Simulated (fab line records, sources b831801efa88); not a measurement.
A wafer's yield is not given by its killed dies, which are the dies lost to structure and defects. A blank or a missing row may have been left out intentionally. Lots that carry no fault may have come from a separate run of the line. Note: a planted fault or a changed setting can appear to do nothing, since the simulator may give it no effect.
fab line records | flow sky130
[record] lots = 6 | wafers = 18 | last_day = 50
route steps=708 shown METAL5@669 PASSIVATION@681 PAD_OPEN@694
lots with no fault: from the same line, run without faults
start_h: hours from the record's first day to the start of the lot's first wafer shown | wait_h: hours from the lot's prior step to this one | " identical to the entry in the row above | L1.1+2: a single row standing in for several wafers | - no value present, or no start provided | * or withheld: withheld | < > ~ a bound
route shown NAME@n: a module of which the file shows steps, and the number in the route of the first | usual: mean/standard deviation taken from wafers without a fault | same: alike in all rows | chamber/n: place in a boat | sites: the reading at each site | _std_site: standard deviation of those values | _edge_site: the outer-site mean with the inner-site mean subtracted | radius_mm: how far each site lies from the wafer's centre | mask NAME#n: copy n | behind: tool/chamber where the wafer was last shaped | hold: cause of the lot's hold/its duration in hours/its outcome | device: names the non-switching transistor (n, p or np) | end of line: the same wafers' tests at the end of the route | step lacking rows: just its recipe | killed: at the first sort, the dies lost to defects and structure; wafer yield is something else | map: dies across one wafer; x = killed, . = not, _ = none there
set.NAME: setting as actually run; set.NAME@STEP: the setting as run at that earlier step | model.NAME: the simulator's own value behind a step, which no gauge read
certain route steps with their lots: each step a table, each wafer a row
services: when a tool's chamber went out of use (start_h, in hours from the record's first day, below 0 if earlier), for how many hours, and the reason
[[steps]]
[step SKY_METAL5_HMDS_08]
[recipe] prime_time_s = 60 | prime_temp_c = 120
[step SKY_METAL5_COAT_09]
[recipe] resist = NOVOLAK | spin_rpm = 3000 | resist_thk_nm = 1800
[step SKY_METAL5_SOFTBAKE_10]
[recipe] temp_c = 90 | time_s = 60 | resist = NOVOLAK
[step SKY_METAL5_EXPOSE_11]
[recipe] mask_id = MM5 | na = 0.6 | source_shape = conventional | sigma_outer = 0.6 | polarization = unpolarized | target_cd_nm = 1600 | dose_mj = 190
[step SKY_METAL5_PEB_12]
[recipe] temp_c = withheld | time_s = * | resist = NOVOLAK
[step SKY_METAL5_DEVELOP_13]
[recipe] resist = NOVOLAK | developer = TMAH | develop_time_s = 60 | dev_temp_c = 23
[step SKY_METAL5_DESCUM_14]
[recipe] chemistry = O2 | source_power_w = 150 | bias_power_w = 0 | pressure_mtorr = 10 | temp_c = 40 | time_s = 11
[usual] chamber_pressure_mTorr = 9.999/0.0091 | drypump_motor_current_A = 5.7/0.4 | oes_product_au = 1.000/0.014
[same] bias_power_w = 0
lot.wafer | tool         | chamber | start_h | wait_h | chamber_pressure_mTorr | drypump_motor_current_A | oes_product_au | rf_hours_counter_h
L476.1    | rie_metal-03 | 1       | 1066.43 | 0.1    | 9.992                  | 5.4                     | 1.011          | 10
L476.2    | "            | 1       | "       | "      | 9.995                  | 5.4                     | 1.018          | -
L476.6    | "            | 1       | "       | "      | 10.005                 | 5.5                     | 1.020          | -
L478.3    | rie_metal-04 | 1       | 1085.25 | 0.1    | 10.001                 | 6.1                     | 1.005          | -
L478.4    | "            | 0       | "       | "      | 10.009                 | 5.3                     | 0.995          | -
L478.5    | "            | 0       | "       | "      | 9.997                  | 5.3                     | 1.002          | -
L480.1    | rie_metal-03 | 0       | 1091.94 | 0.1    | 10.003                 | 6.3                     | 0.998          | 2
L480.2    | "            | 1       | "       | "      | 9.994                  | 5.5                     | 1.027          | 12
L480.6    | "            | 1       | "       | "      | 9.983                  | 5.5                     | 1.029          | -
L484.2    | rie_metal-02 | 0       | 1114.27 | 0.1    | 9.997                  | 5.4                     | 0.994          | 7
L484.4    | "            | 1       | "       | "      | 9.985                  | 6.3                     | 0.997          | -
L484.5    | "            | 0       | "       | "      | 9.994                  | 5.4                     | 0.998          | -
L485.2    | rie_metal-04 | 0       | 1127.38 | 0.1    | 10.004                 | 5.3                     | 1.007          | 26
L485.5    | "            | 1       | "       | "      | 9.990                  | 6.1                     | 1.000          | -
L485.6    | "            | 0       | "       | "      | 9.996                  | 5.3                     | 0.996          | -
L493.2    | rie_metal-02 | 0       | 1165.59 | 0.1    | 9.996                  | 5.4                     | 0.989          | 11
L493.3    | "            | 0       | "       | "      | 9.983                  | 5.4                     | 0.981          | -
L493.4    | "            | 1       | "       | "      | 9.998                  | 6.3                     | 1.002          | -
[step SKY_METAL5_METAL_ETCH_15]
[recipe] target_depth_a = 12600 | stop_on = SiO2 | over_etch_frac = 0.2 | time_s = 252 | chemistry = Cl2/BCl3 | resist_sidewall_deg = 86 | pressure_mtorr = 10 | icp_w = 900 | bias_w = 48.5 | Cl2_flow_sccm = 60 | bcl3_flow_sccm = 30
[usual] chamber_pressure_mTorr = 9.999/0.01 | drypump_motor_current_A = 5.7/0.41 | oes_product_au = 0.894/0.005 | throttle_valve_pct = 22.264/0.0092
lot.wafer | tool         | chamber | start_h | wait_h | chamber_pressure_mTorr | drypump_motor_current_A | oes_product_au | rf_hours_counter_h | throttle_valve_pct
L476.1    | rie_metal-03 | 1       | 1066.50 | 0.1    | 9.981                  | 5.4                     | 0.898          | 11                 | 22.276
L476.2    | "            | 1       | "       | "      | 9.997                  | 5.4                     | 0.891          | -                  | 22.278
L476.6    | "            | 1       | "       | "      | 9.985                  | 5.5                     | 0.901          | -                  | 22.260
L478.3    | rie_metal-04 | 1       | 1085.35 | 0.1    | 9.981                  | 6.1                     | 0.891          | -                  | 22.266
L478.4    | "            | 0       | "       | "      | 9.991                  | 5.3                     | 0.890          | -                  | 22.259
L478.5    | "            | 0       | "       | "      | 10.002                 | 5.3                     | 0.899          | -                  | 22.266
L480.1    | rie_metal-03 | 0       | 1091.97 | 0.0    | 10.007                 | 6.3                     | 0.888          | 2                  | 22.251
L480.2    | "            | 1       | "       | "      | 9.995                  | 5.4                     | 0.894          | 12                 | 22.258
L480.6    | "            | 1       | "       | "      | 9.988                  | 5.5                     | 0.899          | -                  | 22.264
L484.2    | rie_metal-02 | 0       | 1114.30 | 0.0    | 9.995                  | 5.4                     | 0.897          | 7                  | 22.265
L484.4    | "            | 1       | "       | "      | 9.997                  | 6.4                     | 0.885          | -                  | 22.280
L484.5    | "            | 0       | "       | "      | 10.002                 | 5.5                     | 0.899          | -                  | 22.259
L485.2    | rie_metal-04 | 0       | 1127.41 | 0.0    | 10.013                 | 5.3                     | 0.894          | 26                 | 22.284
L485.5    | "            | 1       | "       | "      | 10.001                 | 6.1                     | 0.898          | -                  | 22.254
L485.6    | "            | 0       | "       | "      | 10.016                 | 5.3                     | 0.892          | -                  | 22.255
L493.2    | rie_metal-02 | 0       | 1165.62 | 0.0    | 10.005                 | 5.5                     | 0.892          | 11                 | 22.267
L493.3    | "            | 0       | "       | "      | 9.991                  | 5.5                     | 0.894          | -                  | 22.270
L493.4    | "            | 1       | "       | "      | 10.020                 | 6.3                     | 0.888          | -                  | 22.264
[step SKY_METAL5_STRIP_16]
[recipe] chemistry = O2/N2 | power_w = 1400 | pressure_mtorr = 1500 | platen_temp_c = withheld | o2_flow_sccm = 3000 | n2_flow_sccm = 300 | overash_fraction = 0.5
[step SKY_METAL5_STRIP_17]
[recipe] chemistry = post_etch_residue_remover | time_s = 1200 | temp_c = 72.5
[step SKY_METAL5_CLEAN_18]
[recipe] chemistry = IPA | time_s = 180 | temp_c = 25
[step SKY_METAL5_CLEAN_19]
[recipe] chemistry = O3/DIW | dry = n2_spin
[step SKY_PASSIVATION_CVD_00]
[recipe] material = SiO2 | target_thk_nm = 90 | temp_c = 400 | time_s = withheld | rf_w = 600
[usual] heater_power_w = 664/110
lot.wafer | tool     | chamber | start_h | wait_h | heater_power_w | model.SiO2_of_PASSIVATION_CVD_00.thk_nm
L476.1    | pecvd-01 | 0       | 1067.57 | 0.0    | 728            | 88.45
L476.2    | "        | 2       | "       | "      | 662            | 89.5
L476.6    | "        | 2       | "       | "      | 658            | 90.36
L478.3    | pecvd-02 | 0       | 1086.10 | 0.0    | 685            | 89.53
L478.4    | "        | 0       | "       | "      | 681            | 89.2
L478.5    | "        | 2       | "       | "      | 589            | 90.15
L480.1    | pecvd-01 | 0       | 1092.84 | 0.0    | 664            | 148.6
L480.2    | "        | 2       | "       | "      | 701            | 146.4
L480.6    | "        | 2       | "       | "      | 549            | 151.1
L484.2    | pecvd-01 | 2       | 1115.26 | 0.0    | 630            | 148.7
L484.4    | "        | 1       | "       | "      | 469            | 151.7
L484.5    | "        | 0       | "       | "      | 660            | 150.2
L485.2    | pecvd-03 | 2       | 1128.31 | 0.0    | 782            | 90.89
L485.5    | "        | 2       | "       | "      | 817            | 91.69
L485.6    | "        | 0       | "       | "      | 660            | 91.63
L493.2    | pecvd-02 | 1       | 1166.45 | 0.0    | 829            | 89.23
L493.3    | "        | 0       | "       | "      | 649            | 90.34
L493.4    | "        | 2       | "       | "      | 677            | 91.53
[step SKY_PASSIVATION_THK_MEAS_01]
[recipe] reads = SiO2_of_PASSIVATION_CVD_00
[usual] PASSIVATION_CVD_00_THK = 90.2/1.1
lot.wafer | tool          | chamber | start_h | wait_h | PASSIVATION_CVD_00_THK[nm]
L476.1    | film_metro-04 | -       | 1067.59 | -      | 88.4
L476.2    | "             | -       | "       | "      | 89.5
L476.6    | "             | -       | "       | "      | 90.4
L478.3    | film_metro-04 | -       | 1086.14 | -      | 89.5
L478.4    | "             | -       | "       | "      | 89.2
L478.5    | "             | -       | "       | "      | 90.2
L480.1    | film_metro-01 | -       | 1092.86 | -      | 148.5
L480.2    | "             | -       | "       | "      | 146.4
L480.6    | "             | -       | "       | "      | 151.0
L484.2    | film_metro-04 | -       | 1115.29 | -      | 148.6
L484.4    | "             | -       | "       | "      | 151.6
L484.5    | "             | -       | "       | "      | 150.1
L485.2    | film_metro-02 | -       | 1128.34 | -      | 90.8
L485.5    | "             | -       | "       | "      | 91.7
L485.6    | "             | -       | "       | "      | 91.7
L493.2    | film_metro-04 | -       | 1166.48 | -      | 89.2
L493.3    | "             | -       | "       | "      | 90.4
L493.4    | "             | -       | "       | "      | 91.6
[step SKY_PASSIVATION_CVD_02]
[recipe] material = Si3N4 | target_thk_nm = 540 | temp_c = 400 | time_s = withheld | rf_w = 450
[usual] heater_power_w = 745/100
lot.wafer | tool     | chamber | start_h | wait_h | heater_power_w
L476.1    | pecvd-03 | 0       | 1067.65 | 0.1    | 690
L476.2    | "        | 2       | "       | "      | 832
L476.6    | "        | 0       | "       | "      | 707
L478.3    | pecvd-01 | 0       | 1086.18 | 0.0    | 753
L478.4    | "        | 0       | "       | "      | 785
L478.5    | "        | 2       | "       | "      | 598
L480.1    | pecvd-02 | 2       | 1092.92 | 0.1    | 636
L480.2    | "        | 0       | "       | "      | 713
L480.6    | "        | 0       | "       | "      | 726
L484.2    | pecvd-02 | 1       | 1115.34 | 0.0    | 880
L484.4    | "        | 2       | "       | "      | 655
L484.5    | "        | 0       | "       | "      | 716
L485.2    | pecvd-02 | 1       | 1128.39 | 0.0    | 771
L485.5    | "        | 1       | "       | "      | 813
L485.6    | "        | 2       | "       | "      | 660
L493.2    | pecvd-03 | 1       | 1166.53 | 0.0    | 828
L493.3    | "        | 2       | "       | "      | 747
L493.4    | "        | 2       | "       | "      | 781
[step SKY_PASSIVATION_THK_MEAS_03]
[recipe] reads = Si3N4_of_PASSIVATION_CVD_02
[usual] PASSIVATION_CVD_02_THK = 539/7.1
lot.wafer | tool          | chamber | start_h | wait_h | PASSIVATION_CVD_02_THK[nm]
L476.1    | film_metro-02 | -       | 1067.87 | -      | 542
L476.2    | "             | -       | "       | "      | 533
L476.6    | "             | -       | "       | "      | 551
L478.3    | film_metro-04 | -       | 1086.42 | -      | 535
L478.4    | "             | -       | "       | "      | 537
L478.5    | "             | -       | "       | "      | 541
L480.1    | film_metro-02 | -       | 1093.14 | -      | 527
L480.2    | "             | -       | "       | "      | 537
L480.6    | "             | -       | "       | "      | 549
L484.2    | film_metro-01 | -       | 1115.57 | -      | 542
L484.4    | "             | -       | "       | "      | 546
L484.5    | "             | -       | "       | "      | 548
L485.2    | film_metro-04 | -       | 1128.62 | -      | 536
L485.5    | "             | -       | "       | "      | 541
L485.6    | "             | -       | "       | "      | 541
L493.2    | film_metro-01 | -       | 1166.76 | -      | 538
L493.3    | "             | -       | "       | "      | 536
L493.4    | "             | -       | "       | "      | 547
[step SKY_PASSIVATION_DEHYDRATE_04]
[recipe] temp_c = 200 | time_s = 60
[step SKY_PASSIVATION_HMDS_05]
[recipe] prime_time_s = 60 | prime_temp_c = 120
[step SKY_PASSIVATION_COAT_06]
[recipe] spin_rpm = 2000 | resist_thk_nm = 3000
[step SKY_PASSIVATION_SOFTBAKE_07]
[recipe] temp_c = 110 | time_s = withheld
[step SKY_PASSIVATION_EXPOSE_08]
[recipe] mask_id = NSM | target_cd_nm = 3000 | na = 0.57 | dose_mj = 260
[step SKY_PASSIVATION_PEB_09]
[recipe] temp_c = 115 | time_s = withheld
[step SKY_PASSIVATION_DEVELOP_10]
[recipe] develop_time_s = 60 | dev_temp_c = 23
[step SKY_PASSIVATION_ETCH_11]
[recipe] chemistry = CF4/O2 | target_depth_nm = 725 | stop_on = AlCu | source_w = 800 | bias_w = 150 | pressure_mtorr = 150 | cf4_flow_sccm = 80 | O2_flow_sccm = 10 | time_s = 161.1
[usual] chamber_pressure_mTorr = 150.00/0.15 | drypump_motor_current_A = 5.9/0.42 | oes_product_au = 0.976/0.0067 | throttle_valve_pct = 5.964/0.0091
lot.wafer | tool        | chamber | start_h | wait_h | chamber_pressure_mTorr | drypump_motor_current_A | oes_product_au | rf_hours_counter_h | throttle_valve_pct | model.PASSIVATION.feature_depth_nm | model.etch.depth_nm
L476.1    | rie_diel-01 | 2       | 1088.65 | -      | 149.97                 | 6.3                     | 0.977          | 18                 | 5.967              | 704.5                              | 704.5
L476.2    | "           | 1       | "       | "      | 149.84                 | 6.1                     | 0.970          | 12                 | 5.951              | 695.5                              | 695.5
L476.6    | "           | 2       | "       | "      | 150.16                 | 6.3                     | 0.986          | -                  | 5.985              | 714.4                              | 714.4
L478.3    | rie_diel-01 | 0       | 1106.58 | -      | 150.13                 | 6.0                     | 0.974          | 21                 | 5.966              | 699.7                              | 699.7
L478.4    | "           | 0       | "       | "      | 149.92                 | 6.0                     | 0.970          | -                  | 5.970              | 700.9                              | 700.9
L478.5    | "           | 1       | "       | "      | 149.98                 | 6.1                     | 0.979          | -                  | 5.966              | 705.6                              | 705.6
L480.1    | rie_diel-02 | 1       | 1113.17 | -      | 149.77                 | 6.6                     | 0.983          | 25                 | 5.971              | 698.2                              | 698.2
L480.2    | "           | 2       | "       | "      | 150.04                 | 5.5                     | 0.991          | 2                  | 5.977              | 717.1                              | 717.1
L480.6    | "           | 2       | "       | "      | 149.87                 | 5.5                     | 0.980          | -                  | 5.960              | 700.1                              | 700.1
L484.2    | rie_diel-01 | 0       | 1134.75 | -      | 150.12                 | 6.0                     | 0.997          | 23                 | 5.962              | 722.4                              | 722.4
L484.4    | "           | 1       | "       | "      | 149.86                 | 6.1                     | 0.974          | 15                 | 5.964              | 698                                | 698
L484.5    | "           | 1       | "       | "      | 149.89                 | 6.1                     | 0.977          | -                  | 5.968              | 698.6                              | 698.6
L485.2    | rie_diel-04 | 2       | 1146.85 | -      | 149.89                 | 6.0                     | 0.973          | 6                  | 5.970              | 696.8                              | 696.8
L485.5    | "           | 1       | "       | "      | 149.97                 | 6.0                     | 0.974          | -                  | 5.961              | 706.4                              | 706.4
L485.6    | "           | 0       | "       | "      | 150.00                 | 5.2                     | 0.978          | -                  | 5.974              | 707.3                              | 707.3
L493.2    | rie_diel-02 | 0       | 1183.98 | -      | 150.19                 | 5.0                     | 0.974          | 15                 | 5.967              | 699.8                              | 699.8
L493.3    | "           | 2       | "       | "      | 150.20                 | 5.5                     | 0.969          | 5                  | 5.967              | 699.2                              | 699.2
L493.4    | "           | 0       | "       | "      | 149.96                 | 5.0                     | 0.989          | -                  | 5.970              | 712.1                              | 712.1
[step SKY_PASSIVATION_STRIP_12]
[recipe] chemistry = O2/N2 | power_w = 1400 | pressure_mtorr = 1500 | platen_temp_c = withheld | overash_fraction = 0.7 | o2_flow_sccm = 3000 | n2_flow_sccm = 300
[usual] chamber_pressure_mTorr = 1499.9/1.3 | drypump_motor_current_A = 5.8/0.5 | n2_flow_sccm = 299.9/0.79 | oes_product_au = 0.662/0.0049 | strip_time_to_endpoint_s = 31.56/0.13
lot.wafer | tool            | chamber | start_h | wait_h | chamber_pressure_mTorr | drypump_motor_current_A | n2_flow_sccm | oes_product_au | rf_hours_counter_h | strip_time_to_endpoint_s
L476.1    | plasma_asher-01 | 0       | 1088.76 | 0.1    | 1499.3                 | 5.3                     | 299.3        | 0.663          | 64                 | 31.60
L476.2    | "               | 1       | "       | "      | 1498.7                 | 6.1                     | 300.8        | 0.655          | 64                 | 31.62
L476.6    | "               | 0       | "       | "      | 1499.4                 | 5.4                     | 298.8        | 0.668          | -                  | 31.54
L478.3    | plasma_asher-01 | 0       | 1106.72 | 0.1    | 1500.9                 | 5.4                     | 299.8        | 0.668          | -                  | 31.52
L478.4    | "               | 1       | "       | "      | 1499.9                 | 6.1                     | 299.5        | 0.655          | -                  | 31.52
L478.5    | "               | 0       | "       | "      | 1499.3                 | 5.4                     | 300.8        | 0.661          | -                  | 31.67
L480.1    | plasma_asher-02 | 1       | 1113.28 | 0.1    | 1500.1                 | 6.4                     | 301.2        | 0.664          | 5                  | 31.70
L480.2    | "               | 0       | "       | "      | 1500.9                 | 5.3                     | 299.5        | 0.661          | 5                  | 31.77
L480.6    | "               | 0       | "       | "      | 1498.1                 | 5.3                     | 299.1        | 0.667          | -                  | 31.64
L484.2    | plasma_asher-02 | 0       | 1134.86 | 0.1    | 1498.3                 | 5.3                     | 300.0        | 0.660          | 7                  | 31.53
L484.4    | "               | 0       | "       | "      | 1499.3                 | 5.3                     | 300.3        | 0.661          | -                  | 31.53
L484.5    | "               | 1       | "       | "      | 1502.1                 | 6.4                     | 299.2        | 0.654          | -                  | 31.46
L485.2    | plasma_asher-02 | 1       | 1146.96 | 0.1    | 1503.1                 | 6.3                     | 300.7        | 0.669          | 8                  | 31.75
L485.5    | "               | 1       | "       | "      | 1499.9                 | 6.4                     | 300.3        | 0.662          | -                  | 31.59
L485.6    | "               | 0       | "       | "      | 1502.2                 | 5.3                     | 298.4        | 0.666          | -                  | 31.59
L493.2    | plasma_asher-01 | 1       | 1184.09 | 0.1    | 1498.8                 | 6.1                     | 299.1        | 0.663          | 72                 | 31.48
L493.3    | "               | 0       | "       | "      | 1499.7                 | 5.3                     | 299.9        | 0.654          | -                  | 31.52
L493.4    | "               | 1       | "       | "      | 1500.6                 | 6.1                     | 298.9        | 0.654          | -                  | 31.56
[step SKY_PAD_OPEN_DEHYDRATE_00]
[recipe] temp_c = 200 | time_s = 60
[step SKY_PAD_OPEN_HMDS_01]
[recipe] prime_time_s = 60 | prime_temp_c = 120
[step SKY_PAD_OPEN_COAT_02]
[recipe] spin_rpm = 2000 | resist_thk_nm = 3000
[step SKY_PAD_OPEN_SOFTBAKE_03]
[recipe] temp_c = 110 | time_s = withheld
[step SKY_PAD_OPEN_EXPOSE_04]
[recipe] mask_id = PDM | target_cd_nm = 60000 | na = 0.57 | dose_mj = 260
[step SKY_PAD_OPEN_PEB_05]
[recipe] temp_c = 115 | time_s = withheld
[step SKY_PAD_OPEN_DEVELOP_06]
[recipe] develop_time_s = 60 | dev_temp_c = 23
[step SKY_PAD_OPEN_ETCH_07]
[recipe] chemistry = CF4/O2 | target_depth_nm = 725 | stop_on = AlCu | source_w = 800 | bias_w = 150 | pressure_mtorr = 150 | cf4_flow_sccm = 80 | O2_flow_sccm = 10 | time_s = 161.1
[usual] chamber_pressure_mTorr = 150.00/0.17 | drypump_motor_current_A = 5.6/0.55 | oes_product_au = 0.976/0.0064 | throttle_valve_pct = 5.965/0.0095
lot.wafer | tool        | chamber | start_h | wait_h | chamber_pressure_mTorr | drypump_motor_current_A | oes_product_au | rf_hours_counter_h | throttle_valve_pct | model.PAD_OPEN.feature_depth_nm | model.etch.depth_nm
L476.1    | rie_diel-03 | 1       | 1108.69 | -      | 150.08                 | 4.9                     | 0.979          | 28                 | 5.958              | 704.5                           | 704.5
L476.2    | "           | 0       | "       | "      | 149.92                 | 5.5                     | 0.970          | 27                 | 5.975              | 695.5                           | 695.5
L476.6    | "           | 0       | "       | "      | 150.07                 | 5.5                     | 0.987          | -                  | 5.968              | 713.4                           | 713.4
L478.3    | rie_diel-01 | 3       | 1126.44 | -      | 150.20                 | 6.1                     | 0.976          | 8                  | 5.951              | 699.7                           | 699.7
L478.4    | "           | 3       | "       | "      | 150.02                 | 6.1                     | 0.979          | -                  | 5.973              | 700.9                           | 700.9
L478.5    | "           | 0       | "       | "      | 150.04                 | 6.0                     | 0.984          | -                  | 5.964              | 705.6                           | 705.6
L480.1    | rie_diel-01 | 3       | 1132.89 | -      | 150.21                 | 6.1                     | 0.999          | 9                  | 5.980              | 737.6                           | 737.6
L480.2    | "           | 1       | "       | "      | 150.24                 | 6.1                     | 0.995          | 15                 | 5.961              | 724.5                           | 724.5
L480.6    | "           | 3       | "       | "      | 150.21                 | 6.1                     | 0.980          | -                  | 5.957              | 700.1                           | 700.1
L484.2    | rie_diel-02 | 1       | 1153.22 | -      | 149.78                 | 6.6                     | 1.000          | 26                 | 5.972              | 719.6                           | 719.6
L484.4    | "           | 2       | "       | "      | 149.92                 | 5.5                     | 0.967          | 4                  | 5.969              | 698                             | 698
L484.5    | "           | 0       | "       | "      | 150.00                 | 5.0                     | 0.977          | -                  | 5.971              | 698.6                           | 698.6
L485.2    | rie_diel-02 | 3       | 1165.02 | -      | 150.03                 | 5.2                     | 0.980          | 28                 | 5.976              | 702.3                           | 702.3
L485.5    | "           | 3       | "       | "      | 149.88                 | 5.2                     | 0.985          | -                  | 5.956              | 707.9                           | 707.9
L485.6    | "           | 2       | "       | "      | 150.02                 | 5.5                     | 0.980          | -                  | 5.978              | 707.3                           | 707.3
L493.2    | rie_diel-02 | 0       | 1199.50 | -      | 150.07                 | 5.0                     | 0.979          | 15                 | 5.963              | 699.8                           | 699.8
L493.3    | "           | 3       | "       | "      | 149.85                 | 5.2                     | 0.975          | 30                 | 5.963              | 699.2                           | 699.2
L493.4    | "           | 1       | "       | "      | 150.37                 | 6.5                     | 0.971          | 28                 | 5.952              | 707                             | 707
[step SKY_PAD_OPEN_STRIP_08]
[recipe] chemistry = O2/N2 | power_w = 1400 | pressure_mtorr = 1500 | platen_temp_c = withheld | overash_fraction = 0.7 | o2_flow_sccm = 3000 | n2_flow_sccm = 300
[usual] chamber_pressure_mTorr = 1500.0/1.3 | drypump_motor_current_A = 5.6/0.44 | n2_flow_sccm = 300.0/0.88 | oes_product_au = 0.663/0.0041 | strip_time_to_endpoint_s = 37.05/0.097
lot.wafer | tool            | chamber | start_h | wait_h | chamber_pressure_mTorr | drypump_motor_current_A | n2_flow_sccm | oes_product_au | rf_hours_counter_h | strip_time_to_endpoint_s
L476.1    | plasma_asher-03 | 1       | 1108.85 | 0.1    | 1501.7                 | 5.1                     | 302.5        | 0.671          | 96                 | 37.10
L476.2    | "               | 0       | "       | "      | 1500.2                 | 5.6                     | 299.7        | 0.660          | 96                 | 37.12
L476.6    | "               | 0       | "       | "      | 1501.2                 | 5.6                     | 300.8        | 0.667          | -                  | 37.11
L478.3    | plasma_asher-03 | 1       | 1126.58 | 0.1    | 1499.3                 | 5.1                     | 299.9        | 0.666          | -                  | 37.06
L478.4    | "               | 0       | "       | "      | 1499.1                 | 5.6                     | 299.5        | 0.661          | -                  | 37.09
L478.5    | "               | 0       | "       | "      | 1500.7                 | 5.6                     | 300.1        | 0.664          | -                  | 37.12
L480.1    | plasma_asher-02 | 1       | 1132.99 | 0.1    | 1501.7                 | 6.3                     | 300.0        | 0.661          | 7                  | 37.08
L480.2    | "               | 0       | "       | "      | 1499.6                 | 5.3                     | 299.9        | 0.661          | 7                  | 36.95
L480.6    | "               | 1       | "       | "      | 1499.8                 | 6.3                     | 299.9        | 0.665          | -                  | 37.03
L484.2    | plasma_asher-03 | 0       | 1153.33 | 0.1    | 1499.0                 | 5.6                     | 298.9        | 0.659          | 101                | 37.18
L484.4    | "               | 0       | "       | "      | 1498.8                 | 5.6                     | 299.6        | 0.664          | -                  | 37.06
L484.5    | "               | 0       | "       | "      | 1503.0                 | 5.6                     | 299.4        | 0.656          | -                  | 37.23
L485.2    | plasma_asher-02 | 1       | 1165.13 | 0.1    | 1499.3                 | 6.4                     | 300.6        | 0.658          | 10                 | 37.08
L485.5    | "               | 0       | "       | "      | 1500.8                 | 5.4                     | 301.9        | 0.664          | -                  | 36.93
L485.6    | "               | 1       | "       | "      | 1499.0                 | 6.3                     | 299.6        | 0.668          | -                  | 37.11
L493.2    | plasma_asher-02 | 1       | 1199.61 | 0.1    | 1501.3                 | 6.4                     | 300.4        | 0.660          | 13                 | 36.97
L493.3    | "               | 0       | "       | "      | 1500.4                 | 5.3                     | 299.9        | 0.667          | -                  | 37.12
L493.4    | "               | 1       | "       | "      | 1500.8                 | 6.4                     | 300.7        | 0.662          | -                  | 36.99
[step SKY_PAD_OPEN_PROBE_99]
[usual] defect_limited_yield = 82.4/1.9 | killed_at_M0_to_M3 = 43/7.1 | killed_at_M4_up = 3.2/1.7 | killed_at_contacts = 24/5.6 | killed_at_front_end = 16/5 | killed_at_other = 0.4/0.68 | killed_dies = 86/9.3 | killed_open = 47/7.1 | killed_short = 39/5.7 | sort_bin_3_pad_short = 0.9/0.38 | sort_bin_5_function = 10.4/1.5 | sort_bin_6_memory = 6.3/1.3 | sort_n_pass = 406/9.3 | sort_yield_pct = 82.4/1.9
[same] gross_dies = 492 | killed_at_back_side = 0 | sort_bin_4_leakage[%] = 0 | sort_bin_8_speed[%] = 0
lot.wafer | tool      | chamber | start_h | wait_h | defect_limited_yield[%] | killed_at_M0_to_M3 | killed_at_M4_up | killed_at_contacts | killed_at_front_end | killed_at_other | killed_dies | killed_open | killed_short | sort_bin_3_pad_short[%] | sort_bin_5_function[%] | sort_bin_6_memory[%] | sort_n_pass | sort_yield_pct[%]
L484.2    | prober-02 | -       | 1155.68 | 0.1    | 81.1                    | 54                 | 1               | 18                 | 19                  | 1               | 93          | 62          | 30           | 0.6                     | 11.0                   | 7.3                  | 399         | 81.1
L484.4    | prober-02 | -       | 1155.78 | 0.2    | 81.7                    | 38                 | 1               | 34                 | 17                  | 0               | 90          | 49          | 41           | 0.6                     | 10.6                   | 7.1                  | 402         | 81.7
L484.5    | prober-02 | -       | 1155.83 | 0.2    | 85.4                    | 43                 | 1               | 15                 | 13                  | 0               | 72          | 45          | 27           | 0.4                     | 8.9                    | 5.3                  | 420         | 85.4
// killed by level:class
L484.2 VIA1:geometric_particle:open=21 CONTACT:geometric_particle:open=8 VIA3:geometric_particle:open=7 POLY_GATE:geometric_particle:open=6 LI_CONTACT:geometric_particle:open=6 VIA1:geometric_particle:short=6 VIA3:geometric_particle:short=5 METAL1:geometric_particle:short=4
L484.4 CONTACT:geometric_particle:open=16 VIA1:geometric_particle:open=11 VIA3:geometric_particle:short=7 LI_CONTACT:geometric_particle:open=6 FIELD_ISO:geometric_particle:open=5 CONTACT:geometric_particle:short=5 LOCAL_INTERCONNECT:geometric_particle:short=4 METAL1:geometric_particle:short=4
L484.5 VIA1:geometric_particle:open=9 METAL1:geometric_particle:short=7 VIA3:geometric_particle:open=7 POLY_GATE:geometric_particle:open=6 LI_CONTACT:geometric_particle:open=6 CONTACT:geometric_particle:open=4 VIA1:geometric_particle:short=4 METAL2:geometric_particle:open=4
[[services]]
tool            | chamber | start_h | hours | kind
rie_metal-04    | -       | 1044.85 | 1.4   | pm
rie_metal-04    | 1       | 1047.10 | 5.7   | repair
plasma_asher-02 | -       | 1055.25 | 9.0   | pm
rie_diel-02     | 2       | 1061.52 | 5.9   | repair
pecvd-01        | -       | 1064.18 | 0.5   | repair
rie_metal-04    | -       | 1068.89 | 2.8   | pm
rie_metal-03    | 1       | 1079.22 | 8.5   | repair
rie_diel-02     | 1       | 1094.55 | 3.2   | repair
rie_diel-02     | 0       | 1097.19 | 1.7   | repair
pecvd-01        | -       | 1098.40 | 0.8   | repair
plasma_asher-01 | -       | 1101.83 | 3.0   | repair
rie_diel-01     | 3       | 1105.53 | 6.5   | repair
plasma_asher-01 | -       | 1113.24 | 2.8   | pm
rie_diel-01     | 2       | 1119.56 | 9.6   | repair
pecvd-03        | 1       | 1121.40 | 1.8   | repair
pecvd-02        | 0       | 1129.86 | 3.1   | repair
pecvd-02        | 0       | 1134.18 | 3.9   | repair
rie_diel-02     | 2       | 1140.65 | 4.7   | repair
rie_metal-02    | -       | 1142.49 | 14.6  | pm
rie_diel-01     | -       | 1144.62 | 15.6  | pm
rie_diel-01     | 3       | 1162.85 | 4.4   | repair
pecvd-02        | -       | 1164.84 | 0.7   | repair
rie_diel-02     | 1       | 1178.39 | 7.0   | repair
plasma_asher-02 | -       | 1188.65 | 1.6   | repair
[[key]]
[first_sign] step = SKY_PASSIVATION_THK_MEAS_01 | reading = PASSIVATION_CVD_00_THK | direction = up | sigmas = 53 | usual = 90.2 | struck = 149.4
effect none on later readings
[model_effect] step = SKY_PASSIVATION_CVD_00 | value = SiO2_of_PASSIVATION_CVD_00.thk_nm | without = 89.58 | struck = 149.4
[model_effect] step = SKY_PASSIVATION_ETCH_11 | value = PASSIVATION.feature_depth_nm | without = 706 | struck = 705.7
[model_effect] step = SKY_PAD_OPEN_ETCH_07 | value = PAD_OPEN.feature_depth_nm | without = 706 | struck = 713.1
met_at SKY_PASSIVATION_CVD_00
struck_wafers L480.1,L480.2,L480.6,L484.2,L484.4,L484.5
onset_between 1067.57 1092.84
[fault] kind = process_parameter_drift | tool = pecvd-01 | chamber = - | onset_h = 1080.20 | steps = SKY_PASSIVATION_CVD_00 | channel = target_thk_nm | offset = 59.854 | shape = step | end_h = 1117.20 | acts_in = these_recipes_only | stated = 90
